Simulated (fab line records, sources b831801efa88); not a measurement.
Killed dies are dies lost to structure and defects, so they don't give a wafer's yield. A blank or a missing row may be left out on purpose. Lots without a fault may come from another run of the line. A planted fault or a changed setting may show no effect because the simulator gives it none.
Which tool did it? | flow sky130 | 12 lots, 36 wafers sampled, at 5 steps of a route of 708

WHAT THE GAUGES READ, wafer by wafer
SKY_FIELD_ISO_THK_MEAS_25.
lot  | measured    | on            | FIELD_ISO_CVD_24_THK (nm)
L555 | day 3 09:34 | film_metro-01 | 597 597 585
L556 | day 3 14:56 | film_metro-04 | 595 596 588
L559 | day 4 15:56 | film_metro-04 | 589 588 596
L560 | day 4 15:57 | film_metro-01 | 589 594 593
L561 | day 4 16:01 | film_metro-04 | 583 597 594
L562 | day 4 23:50 | film_metro-01 | 584 592 597
L565 | day 5 11:58 | film_metro-01 | 592 584 592
L567 | day 6 00:38 | film_metro-04 | 589 592 591
L568 | day 6 08:34 | film_metro-04 | 591 577 583
L570 | day 6 14:25 | film_metro-04 | 589 585 589
L572 | day 7 01:07 | film_metro-01 | 589 588 599
L573 | day 7 06:21 | film_metro-04 | 593 593 592

SKY_VT_ADJUST_HVTR_TW_MEAS_11.
lot  | measured     | on            | VT_ADJUST_HVTR_TW
L555 | day 10 18:07 | film_metro-01 | 210.6 210.3 209.3
L556 | day 11 02:55 | film_metro-02 | 212.2 211.4 212.0
L559 | day 12 17:25 | film_metro-04 | 222.2 223.5 221.3
L560 | day 12 16:28 | film_metro-04 | 222.2 221.0 221.2
L561 | day 12 17:34 | film_metro-01 | 210.4 209.4 210.1
L562 | day 13 05:44 | film_metro-02 | 224.5 223.3 225.0
L565 | day 13 23:48 | film_metro-02 | 212.6 212.3 211.7
L567 | day 14 15:01 | film_metro-04 | 207.3 208.3 207.2
L568 | day 15 03:49 | film_metro-01 | 210.0 210.0 209.3
L570 | day 15 11:44 | film_metro-01 | 210.1 210.3 209.8
L572 | day 16 03:31 | film_metro-01 | 208.8 209.4 208.6
L573 | day 16 13:35 | film_metro-04 | 209.1 209.8 209.1

SKY_POLY_GATE_OVL_MEAS_14.
lot  | measured     | on         | POLY_GATE_OVL (nm)
L555 | day 17 19:47 | overlay-01 | 4 -1 -2
L556 | day 18 05:50 | overlay-01 | -2 10 5
L559 | day 20 10:29 | overlay-02 | -2 5 2
L560 | day 20 10:41 | overlay-01 | 0 -7 1
L561 | day 20 10:20 | overlay-02 | -11 -8 -11
L562 | day 21 00:23 | overlay-01 | -8 -11 -4
L565 | day 21 21:00 | overlay-01 | 2 -1 -3
L567 | day 22 10:26 | overlay-02 | -2 3 -10
L568 | day 23 06:20 | overlay-01 | 3 3 2
L570 | day 23 13:20 | overlay-01 | -4 3 -1
L572 | day 24 04:23 | overlay-01 | 4 6 7
L573 | day 24 18:02 | overlay-02 | 2 -1 4

WHICH TOOL RAN EACH LOT (tool, then ch and the chambers of the sampled wafers, then the start)
lot  | SKY_VT_ADJUST_HVTR_IMPLANT_09   | SKY_SONOS_ONO_STRIP_17
L555 | implanter-04 ch 0, day 10 17:52 | plasma_asher-02 ch 0,1, day 14 01:58
L556 | implanter-03 ch 0, day 11 02:40 | plasma_asher-02 ch 0,1, day 14 10:44
L559 | implanter-03 ch 0, day 12 17:10 | plasma_asher-03 ch 0,1, day 16 05:58
L560 | implanter-03 ch 0, day 12 16:14 | plasma_asher-02 ch 0,1, day 16 06:05
L561 | implanter-01 ch 0, day 12 17:19 | plasma_asher-02 ch 0,1, day 16 07:58
L562 | implanter-03 ch 0, day 13 05:29 | plasma_asher-02 ch 0,1, day 16 22:31
L565 | implanter-04 ch 0, day 13 23:35 | plasma_asher-04 ch 0,1, day 17 16:03
L567 | implanter-04 ch 0, day 14 14:46 | plasma_asher-03 ch 0,1, day 18 08:49
L568 | implanter-04 ch 0, day 15 03:35 | plasma_asher-04 ch 1, day 19 02:01
L570 | implanter-03 ch 0, day 15 11:31 | plasma_asher-03 ch 0,1, day 19 07:46
L572 | implanter-04 ch 0, day 16 03:16 | plasma_asher-04 ch 0,1, day 20 01:47
L573 | implanter-03 ch 0, day 16 13:20 | plasma_asher-03 ch 1, day 20 13:05
- SKY_VT_ADJUST_HVTR_IMPLANT_09
- SKY_SONOS_ONO_STRIP_17: strips in O2/N2.

WHAT THE TOOLS THEMSELVES READ (means of the sampled wafers that have a number; where no wafer has one, the mark that the record gives instead)
SKY_VT_ADJUST_HVTR_IMPLANT_09.
lot  | tool         | beam_on_s (s) | end_station_pressure_torr (Torr) | faraday_current_uA
L555 | implanter-04 | 9.92          | 5.33e-06                         | 11.93
L556 | implanter-03 | 9.92          | 4.96e-06                         | 11.93
L559 | implanter-03 | 12.27         | 9.89e-05                         | 9.74
L560 | implanter-03 | 12.31         | 1.07e-04                         | 9.68
L561 | implanter-01 | 10.04         | 5.13e-06                         | 11.80
L562 | implanter-03 | 12.37         | 1.04e-04                         | 9.68
L565 | implanter-04 | 9.97          | 5.16e-06                         | 11.89
L567 | implanter-04 | 10.07         | 5.13e-06                         | 11.76
L568 | implanter-04 | 10.04         | 5.10e-06                         | 11.79
L570 | implanter-03 | 9.82          | 5.32e-06                         | 12.06
L572 | implanter-04 | 10.10         | 5.21e-06                         | 11.73
L573 | implanter-03 | 10.00         | 5.16e-06                         | 11.85

SKY_SONOS_ONO_STRIP_17.
lot  | tool            | drypump_motor_current_A (A) | oes_product_au (a.u.) | strip_time_to_endpoint_s (s)
L555 | plasma_asher-02 | 5.6                         | 0.709                 | 14.13
L556 | plasma_asher-02 | 5.7                         | 0.713                 | 14.16
L559 | plasma_asher-03 | 5.9                         | 0.706                 | 14.06
L560 | plasma_asher-02 | 5.7                         | 0.712                 | 14.05
L561 | plasma_asher-02 | 5.5                         | 0.710                 | 14.06
L562 | plasma_asher-02 | 5.5                         | 0.709                 | 14.16
L565 | plasma_asher-04 | 4.9                         | 0.709                 | 14.20
L567 | plasma_asher-03 | 5.9                         | 0.711                 | 14.09
L568 | plasma_asher-04 | 4.7                         | 0.710                 | 14.06
L570 | plasma_asher-03 | 5.9                         | 0.710                 | 14.06
L572 | plasma_asher-04 | 5.0                         | 0.713                 | 14.06
L573 | plasma_asher-03 | 5.6                         | 0.712                 | 14.11

THE ANSWER, worked out from the rows above alone
Rule: what is usual is taken from the lots themselves. Put in order of their means at a reading, lots are off if they are a third of the lots or fewer, leave a main group of 4 or more, and stand apart from it by a gap of 3 or more times the standard deviation of the main group's means; of several such gaps the widest counts. A main group whose means are all the same, to the digits that the tables above print for the reading, isn't used. A lot without any number at a reading at which 4 lots or more have one is off too. The other lots that the step has rows for count as sound. The gauges are gone through in route order, then the tools' own readings, and for those a lot's mean is taken as printed above. The first step at which some lot is off is used, and at that step the reading that is off furthest; a lot without a number counts as furthest.
Off: L559, L560, L562, at SKY_VT_ADJUST_HVTR_TW_MEAS_11 (VT_ADJUST_HVTR_TW). The main group: mean 210.0, standard deviation 1.3.
A tool fits if, at a process step before that reading, it ran every lot that is off, and no sound lot after the first of them. The gauges at SKY_VT_ADJUST_HVTR_TW_MEAS_11 aren't tried: what is off there is off at SKY_VT_ADJUST_HVTR_IMPLANT_09 too, on other tools, and a gauge's error can't cause that. None of those tried fits.

WHAT THE SIMULATOR HAD PUT IN
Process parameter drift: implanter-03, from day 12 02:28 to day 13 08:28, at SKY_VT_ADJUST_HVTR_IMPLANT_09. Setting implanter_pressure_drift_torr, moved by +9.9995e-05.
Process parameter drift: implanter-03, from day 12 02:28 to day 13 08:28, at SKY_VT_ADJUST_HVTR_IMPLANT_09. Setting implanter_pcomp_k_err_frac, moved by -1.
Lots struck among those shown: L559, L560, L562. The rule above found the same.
